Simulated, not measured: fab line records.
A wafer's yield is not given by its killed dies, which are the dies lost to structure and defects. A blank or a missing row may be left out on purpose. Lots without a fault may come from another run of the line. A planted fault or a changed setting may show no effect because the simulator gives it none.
fab line records -- flow sky130
record: lots: 13, wafers: 39, lastDay: 50
route steps=708 shown SONOS_TUNNEL@162 POLY_GATE@230 LDD_N@250 PAD_OPEN@708
lots that met no fault: from a run of the same line without faults
startH: hours from the record's opening day to when the first of the lot's shown wafers began -- waitH: hours elapsed since this lot's preceding step -- " as in the row above -- L1.1+2: several wafers, shown together as one row -- - value missing, or start not given -- * or withheld: withheld -- < > ~ a bound
route shown NAME@n: a module of which the file shows steps, and the number in the route of the first -- usual: mean and standard deviation over wafers with no fault -- same: alike in all rows -- chamber/n: place in a boat -- sites: readings site by site -- _std_site: the standard deviation of these -- _edge_site: inner sites' mean taken away from outer sites' mean -- radiusMm: for every site, how far away it sits from the centre of the wafer -- mask NAME#n: copy n -- behind: the tool/chamber that last shaped the wafer -- hold: what put the lot on hold/how long, in hours/how the hold closed -- device: whichever transistor did not switch (one of n, p or np) -- end of line: at the end of the route, the tests of the same wafers -- where a step has no rows: the recipe by itself -- killed: count of dies lost to structure and defects at first sort (not the wafer's yield) -- map: the dies of a wafer, with x for killed, . for not killed, _ for no die there
set.NAME: the run value of the setting; set.NAME@STEP: its run value at that earlier step -- model.NAME: the simulator's own value behind a step, which no gauge read
steps of the route over a sample of lots; a table a step, a row a wafer
services: the hour from which a tool's chamber was out of use, counted from the record's first day as startH (under 0 if before that day), plus the number of hours and why
== steps ==
step: SKY_SONOS_TUNNEL_OVL_MEAS_08
usual: SONOS_TUNNEL_OVL: 2.1/1.6
lot.wafer,tool,chamber,startH,waitH,SONOS_TUNNEL_OVL[nm]
L504.3,overlay-02,-,259.96,0.1,1.4
L504.4,overlay-02,-,259.96,0.1,3.7
L504.6,overlay-02,-,259.96,0.1,2.4
L505.2,overlay-02,-,275.43,0.1,4.2
L505.3,overlay-02,-,275.43,0.1,4.8
L505.6,overlay-02,-,275.43,0.1,5.4
L506.1,overlay-01,-,283.80,0.1,0.0
L506.4,overlay-01,-,283.80,0.1,0.3
L506.6,overlay-01,-,283.80,0.1,0.0
L508.2,overlay-01,-,298.13,0.1,0.5
L508.3,overlay-01,-,298.13,0.1,3.1
L508.4,overlay-01,-,298.13,0.1,1.6
L511.4,overlay-01,-,320.75,0.1,3.2
L511.5,overlay-01,-,320.75,0.1,3.4
L511.6,overlay-01,-,320.75,0.1,1.8
L513.1,overlay-02,-,334.58,0.1,0.8
L513.2,overlay-02,-,334.58,0.1,1.7
L513.6,overlay-02,-,334.58,0.1,-1.2
L514.3,overlay-02,-,341.56,0.1,-0.8
L514.4,overlay-02,-,341.56,0.1,0.7
L514.5,overlay-02,-,341.56,0.1,0.9
L518.1,overlay-02,-,372.93,0.1,3.4
L518.4,overlay-02,-,372.93,0.1,4.0
L518.5,overlay-02,-,372.93,0.1,3.4
L519.2,overlay-01,-,382.18,0.1,3.7
L519.5,overlay-01,-,382.18,0.1,2.5
L519.6,overlay-01,-,382.18,0.1,1.0
L520.1,overlay-01,-,390.93,0.1,0.7
L520.4,overlay-01,-,390.93,0.1,3.2
L520.6,overlay-01,-,390.93,0.1,1.9
L521.2,overlay-01,-,400.85,0.1,0.9
L521.4,overlay-01,-,400.85,0.1,2.1
L521.6,overlay-01,-,400.85,0.1,1.8
L523.1,overlay-01,-,406.65,0.1,2.2
L523.2,overlay-01,-,406.65,0.1,1.8
L523.3,overlay-01,-,406.65,0.1,0.7
L524.1,overlay-02,-,419.18,0.1,3.5
L524.2,overlay-02,-,419.18,0.1,2.8
L524.5,overlay-02,-,419.18,0.1,3.0
step: SKY_SONOS_TUNNEL_TW_MEAS_12
usual: SONOS_TUNNEL_TW: 196.0/1.8
lot.wafer,tool,chamber,startH,waitH,SONOS_TUNNEL_TW
L504.3,filmMetro-03,-,260.42,0.0,198.5
L504.4,filmMetro-03,-,260.42,0.0,198.1
L504.6,filmMetro-03,-,260.42,0.0,199.0
L505.2,filmMetro-02,-,275.89,0.0,194.3
L505.3,filmMetro-02,-,275.89,0.0,195.4
L505.6,filmMetro-02,-,275.89,0.0,194.8
L506.1,filmMetro-01,-,284.24,0.0,195.1
L506.4,filmMetro-01,-,284.24,0.0,194.4
L506.6,filmMetro-01,-,284.24,0.0,194.4
L508.2,filmMetro-02,-,298.61,0.0,195.5
L508.3,filmMetro-02,-,298.61,0.0,196.2
L508.4,filmMetro-02,-,298.61,0.0,195.7
L511.4,filmMetro-01,-,321.22,0.0,194.9
L511.5,filmMetro-01,-,321.22,0.0,196.2
L511.6,filmMetro-01,-,321.22,0.0,196.2
L513.1,filmMetro-03,-,335.05,0.0,198.5
L513.2,filmMetro-03,-,335.05,0.0,197.9
L513.6,filmMetro-03,-,335.05,0.0,196.9
L514.3,filmMetro-02,-,342.01,0.0,194.7
L514.4,filmMetro-02,-,342.01,0.0,193.9
L514.5,filmMetro-02,-,342.01,0.0,193.2
L518.1,filmMetro-02,-,373.37,0.0,195.7
L518.4,filmMetro-02,-,373.37,0.0,196.4
L518.5,filmMetro-02,-,373.37,0.0,196.4
L519.2,filmMetro-02,-,382.65,0.0,194.8
L519.5,filmMetro-02,-,382.65,0.0,195.7
L519.6,filmMetro-02,-,382.65,0.0,195.4
L520.1,filmMetro-02,-,391.37,0.0,193.6
L520.4,filmMetro-02,-,391.37,0.0,194.2
L520.6,filmMetro-02,-,391.37,0.0,194.3
L521.2,filmMetro-01,-,401.33,0.0,196.0
L521.4,filmMetro-01,-,401.33,0.0,195.6
L521.6,filmMetro-01,-,401.33,0.0,195.8
L523.1,filmMetro-01,-,407.11,0.0,195.5
L523.2,filmMetro-01,-,407.11,0.0,194.8
L523.3,filmMetro-01,-,407.11,0.0,195.7
L524.1,filmMetro-01,-,419.63,0.0,195.2
L524.2,filmMetro-01,-,419.63,0.0,194.2
L524.5,filmMetro-01,-,419.63,0.0,195.5
step: SKY_POLY_GATE_ETCH_16
recipe: stopOn: poly-Si, chemistry: CH3F/O2, target: Si3N4, sourceW: 400, biasW: 80, pressureMtorr: 25, ch3fFlowSccm: 40, O2_flow_sccm: 30, timeS: 147.5, targetDepthA: 750
usual: drypumpMotorCurrentA: 5.8/0.47, oesProductAu: 0.642/0.0052, throttleValvePct: 10.535/0.0092
lot.wafer,tool,chamber,startH,waitH,drypumpMotorCurrentA,oesProductAu,rfHoursCounterH,throttleValvePct
L504.3,rieDiel-03,1,378.85,0.0,5.7,0.636,4,10.535
L504.4,rieDiel-03,3,378.85,0.0,5.6,0.645,2,10.549
L504.6,rieDiel-03,1,378.85,0.0,5.7,0.638,-,10.526
L505.2,rieDiel-01,0,432.92,0.0,5.6,0.648,32,10.539
L505.3,rieDiel-01,3,432.92,0.0,6.2,0.648,12,10.522
L505.6,rieDiel-01,3,432.92,0.0,6.2,0.651,-,10.536
L506.1,rieDiel-02,0,433.27,0.0,6.2,0.647,3,10.529
L506.4,rieDiel-02,2,433.27,0.0,5.7,0.644,14,10.520
L506.6,rieDiel-02,0,433.27,0.0,6.2,0.642,-,10.547
L508.2,rieDiel-01,2,438.65,0.0,5.0,0.643,8,10.529
L508.3,rieDiel-01,0,438.65,0.0,5.6,0.651,32,10.527
L508.4,rieDiel-01,1,438.65,0.0,5.1,0.646,67,10.535
L511.4,rieDiel-02,3,482.15,0.0,6.3,0.639,-,10.526
L511.5,rieDiel-02,0,482.15,0.0,6.2,0.643,-,10.548
L511.6,rieDiel-02,1,482.15,0.0,5.3,0.641,-,10.536
L513.1,rieDiel-02,0,483.80,0.0,6.2,0.637,4,10.526
L513.2,rieDiel-02,1,483.80,0.0,5.3,0.638,82,10.547
L513.6,rieDiel-02,3,483.80,0.0,6.3,0.629,-,10.524
L514.3,rieDiel-01,2,484.89,0.0,5.0,0.645,9,10.530
L514.4,rieDiel-01,3,484.89,0.0,6.2,0.648,14,10.526
L514.5,rieDiel-01,0,484.89,0.0,5.6,0.635,-,10.545
L518.1,rieDiel-03,2,507.59,0.0,6.1,0.646,15,10.542
L518.4,rieDiel-03,1,507.59,0.0,5.7,0.648,6,10.552
L518.5,rieDiel-03,2,507.59,0.0,6.1,0.646,-,10.541
L519.2,rieDiel-03,1,511.91,0.0,5.7,0.649,6,10.541
L519.5,rieDiel-03,3,511.91,0.0,5.6,0.638,-,10.533
L519.6,rieDiel-03,2,511.91,0.0,6.1,0.647,-,10.543
L520.1,rieDiel-03,1,522.01,0.0,5.7,0.640,6,10.540
L520.4,rieDiel-03,3,522.01,0.0,5.6,0.647,4,10.552
L520.6,rieDiel-03,3,522.01,0.0,5.7,0.644,-,10.544
L521.2,rieDiel-02,1,538.94,0.0,5.3,0.645,83,10.539
L521.4,rieDiel-02,3,538.94,0.0,6.3,0.646,4,10.521
L521.6,rieDiel-02,2,538.94,0.0,5.7,0.642,-,10.546
L523.1,rieDiel-02,3,540.69,0.0,6.2,0.641,4,10.538
L523.2,rieDiel-02,2,540.69,0.0,5.7,0.645,16,10.530
L523.3,rieDiel-02,1,540.69,0.0,5.3,0.646,83,10.540
L524.1,rieDiel-02,1,559.25,0.0,5.3,0.637,0,10.548
L524.2,rieDiel-02,0,559.25,0.0,6.2,0.641,6,10.543
L524.5,rieDiel-02,2,559.25,0.0,5.7,0.626,-,10.535
step: SKY_LDD_N_IMPLANT_13
recipe: species: BF2, energyKev: 50, doseCm2: 5e+12, tiltDeg: 30, rotationDeg: 90
usual: beamEnergyKeV: 50.000/0.015, doseIonsCm2: 5.001e+12/5.3e+09
lot.wafer,tool,chamber,startH,waitH,beamEnergyKeV,doseIonsCm2
L504.3,implanter-02,0,412.49,0.1,50.003,5.002e+12
L504.4,implanter-02,0,412.49,0.1,49.983,5.011e+12
L504.6,implanter-02,0,412.49,0.1,49.971,5.011e+12
L505.2,implanter-04,0,465.62,0.1,50.003,5e+12
L505.3,implanter-04,0,465.62,0.1,50.004,5.001e+12
L505.6,implanter-04,0,465.62,0.1,50.000,5.002e+12
L506.1,implanter-02,0,466.00,0.1,51.254,4.996e+12
L506.4,implanter-02,0,466.00,0.1,51.249,5.001e+12
L506.6,implanter-02,0,466.00,0.1,51.244,4.998e+12
L508.2,implanter-02,0,471.33,0.1,51.259,5.004e+12
L508.3,implanter-02,0,471.33,0.1,51.284,4.995e+12
L508.4,implanter-02,0,471.33,0.1,51.272,5.002e+12
L511.4,implanter-03,0,514.88,0.1,50.000,5.004e+12
L511.5,implanter-03,0,514.88,0.1,49.997,5.006e+12
L511.6,implanter-03,0,514.88,0.1,49.992,5.014e+12
L514.3,implanter-03,0,517.19,0.1,49.972,5.003e+12
L514.4,implanter-03,0,517.19,0.1,49.970,5.011e+12
L514.5,implanter-03,0,517.19,0.1,49.989,5.007e+12
L513.1,implanter-04,0,517.79,0.1,49.989,5.001e+12
L513.2,implanter-04,0,517.79,0.1,49.986,5.005e+12
L513.6,implanter-04,0,517.79,0.1,49.980,5.003e+12
L518.1,implanter-03,0,540.19,0.1,49.994,4.994e+12
L518.4,implanter-03,0,540.19,0.1,49.982,5.001e+12
L518.5,implanter-03,0,540.19,0.1,49.972,5.001e+12
L519.2,implanter-02,0,544.37,0.1,50.007,4.995e+12
L519.5,implanter-02,0,544.37,0.1,49.997,4.997e+12
L519.6,implanter-02,0,544.37,0.1,50.026,4.995e+12
L520.1,implanter-04,0,554.54,0.1,50.041,4.991e+12
L520.4,implanter-04,0,554.54,0.1,50.017,4.984e+12
L520.6,implanter-04,0,554.54,0.1,50.028,4.989e+12
L521.2,implanter-04,0,571.07,0.1,50.006,4.995e+12
L521.4,implanter-04,0,571.07,0.1,49.987,5e+12
L521.6,implanter-04,0,571.07,0.1,50.006,5.003e+12
L523.1,implanter-02,0,572.59,0.1,50.016,5.007e+12
L523.2,implanter-02,0,572.59,0.1,50.011,5.007e+12
L523.3,implanter-02,0,572.59,0.1,50.022,5.005e+12
L524.1,implanter-02,0,590.20,0.1,50.005,4.998e+12
L524.2,implanter-02,0,590.20,0.1,50.008,5.003e+12
L524.5,implanter-02,0,590.20,0.1,49.997,4.999e+12
step: SKY_PAD_OPEN_PROBE_99
usual: defectLimitedYield: 82.8/1.9, killed_at_M0_to_M3: 43/7.5, killed_at_M4_up: 2.8/1.8, killedAtContacts: 24/5.3, killedAtFrontEnd: 14/4.2, killedAtOther: 0.3/0.54, killedDies: 84/9.4, killedOpen: 46/7.1, killedShort: 38/6.6, sort_bin_3_pad_short: 0.8/0.42, sort_bin_5_function: 10.1/1.4, sort_bin_6_memory: 6.2/1.1, sortNPass: 408/9.4, sortYieldPct: 82.8/1.9
same: grossDies: 492, killedAtBackSide: 0, sort_bin_4_leakage[%]: 0, sort_bin_8_speed[%]: 0
lot.wafer,tool,chamber,startH,waitH,defectLimitedYield[%],killed_at_M0_to_M3,killed_at_M4_up,killedAtContacts,killedAtFrontEnd,killedAtOther,killedDies,killedOpen,killedShort,sort_bin_3_pad_short[%],sort_bin_5_function[%],sort_bin_6_memory[%],sortNPass,sortYieldPct[%]
L513.1,prober-02,-,1154.13,0.4,85.2,36,1,26,9,1,73,45,27,0.4,8.1,6.3,419,85.2
L513.2,prober-02,-,1154.18,0.4,82.7,41,1,31,12,0,85,50,35,1.6,10.2,5.5,407,82.7
L513.6,prober-02,-,1154.38,0.5,84.3,42,2,19,14,0,77,51,26,0,8.3,7.3,415,84.3
L520.1,prober-01,-,1172.30,0.1,85.2,32,2,22,17,0,73,40,32,1.4,7.5,5.9,419,85.2
L520.4,prober-01,-,1172.45,0.2,87.0,34,2,17,11,0,64,34,29,0.2,8.3,4.5,428,87.0
L520.6,prober-01,-,1172.55,0.2,81.7,48,1,24,16,1,90,43,47,1.2,8.3,8.7,402,81.7
killed by level:class
L513.1 VIA3:geometricParticle:open=9 CONTACT:geometricParticle:open=9 VIA2:geometricParticle:open=8 CONTACT:geometricParticle:short=7 VIA1:geometricParticle:open=6 LI_CONTACT:geometricParticle:open=5 LI_CONTACT:geometricParticle:short=3 METAL1:geometricParticle:short=3
L513.2 CONTACT:geometricParticle:open=11 VIA2:geometricParticle:open=9 LI_CONTACT:geometricParticle:open=7 METAL2:geometricParticle:short=6 LI_CONTACT:geometricParticle:short=5 LOCAL_INTERCONNECT:geometricParticle:short=5 METAL1:geometricParticle:short=5 VIA1:geometricParticle:open=5
L513.6 VIA1:geometricParticle:open=9 CONTACT:geometricParticle:open=7 VIA2:geometricParticle:open=7 LI_CONTACT:geometricParticle:open=5 VIA3:geometricParticle:open=5 METAL2:geometricParticle:short=5 METAL2:geometricParticle:open=4 FIELD_ISO:geometricParticle:open=3
L520.1 CONTACT:geometricParticle:open=10 METAL1:geometricParticle:short=6 LI_CONTACT:geometricParticle:open=5 CONTACT:geometricParticle:short=5 VIA2:geometricParticle:open=5 VIA1:geometricParticle:open=4 POLY_GATE:geometricParticle:short=4 VIA3:geometricParticle:open=4
L520.4 CONTACT:geometricParticle:open=8 METAL1:geometricParticle:short=7 VIA3:geometricParticle:open=6 VIA1:geometricParticle:open=5 LI_CONTACT:geometricParticle:open=4 FIELD_ISO:geometricParticle:open=3 VIA1:geometricParticle:short=3 VIA2:geometricParticle:open=3
L520.6 CONTACT:geometricParticle:open=9 VIA1:geometricParticle:open=8 METAL1:geometricParticle:short=8 VIA2:geometricParticle:open=7 VIA3:geometricParticle:short=7 POLY_GATE:geometricParticle:short=6 LI_CONTACT:geometricParticle:open=6 CONTACT:geometricParticle:short=5
== services ==
tool,chamber,startH,hours,kind
implanter-02,-,374.20,1.3,repair
rieDiel-02,1,400.01,8.4,repair
implanter-02,-,417.73,8.0,repair
implanter-02,-,419.14,1.4,repair
rieDiel-03,0,423.26,9.1,repair
implanter-02,-,428.05,3.1,repair
implanter-04,-,431.12,4.2,pm
rieDiel-01,1,460.50,6.2,repair
rieDiel-03,-,468.58,14.6,pm
rieDiel-02,2,474.51,15.0,repair
rieDiel-01,2,474.82,1.8,repair
implanter-02,-,476.90,1.1,repair
rieDiel-03,-,483.18,2.8,pm
rieDiel-02,-,502.48,0.2,repair
implanter-02,-,506.71,2.6,pm
implanter-04,-,518.85,3.8,pm
rieDiel-03,0,528.26,19.8,repair
rieDiel-02,3,528.96,3.6,repair
rieDiel-02,1,540.79,-,clean
implanter-02,-,567.07,3.6,repair
rieDiel-02,-,569.31,0.4,repair
implanter-03,-,575.27,3.5,repair
implanter-04,-,575.30,0.6,repair
implanter-04,-,587.77,6.3,repair
== key ==
firstSign: step: SKY_LDD_N_IMPLANT_13, reading: beamEnergyKeV, direction: up, sigmas: 81, usual: *, struck: *
effect none on later readings
metAt SKY_LDD_N_IMPLANT_13
struckLots L506,L508
rowsEnd L506.1,L506.4,L506.6,L508.2,L508.3,L508.4
notActingAt SKY_SONOS_TUNNEL_OVL_MEAS_08,SKY_SONOS_TUNNEL_TW_MEAS_12,SKY_POLY_GATE_ETCH_16
onsetBetween 412.49 466.00
fault: kind: processParameterDrift, tool: implanter-02, chamber: -, onsetH: 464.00, steps: SKY_LDD_N_IMPLANT_13, channel: energyKev, offset: *, shape: step, endH: 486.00, actsIn: *, stated: *
rowsEnd: these wafers met a further fault down the route, and their rows from its step on are left out
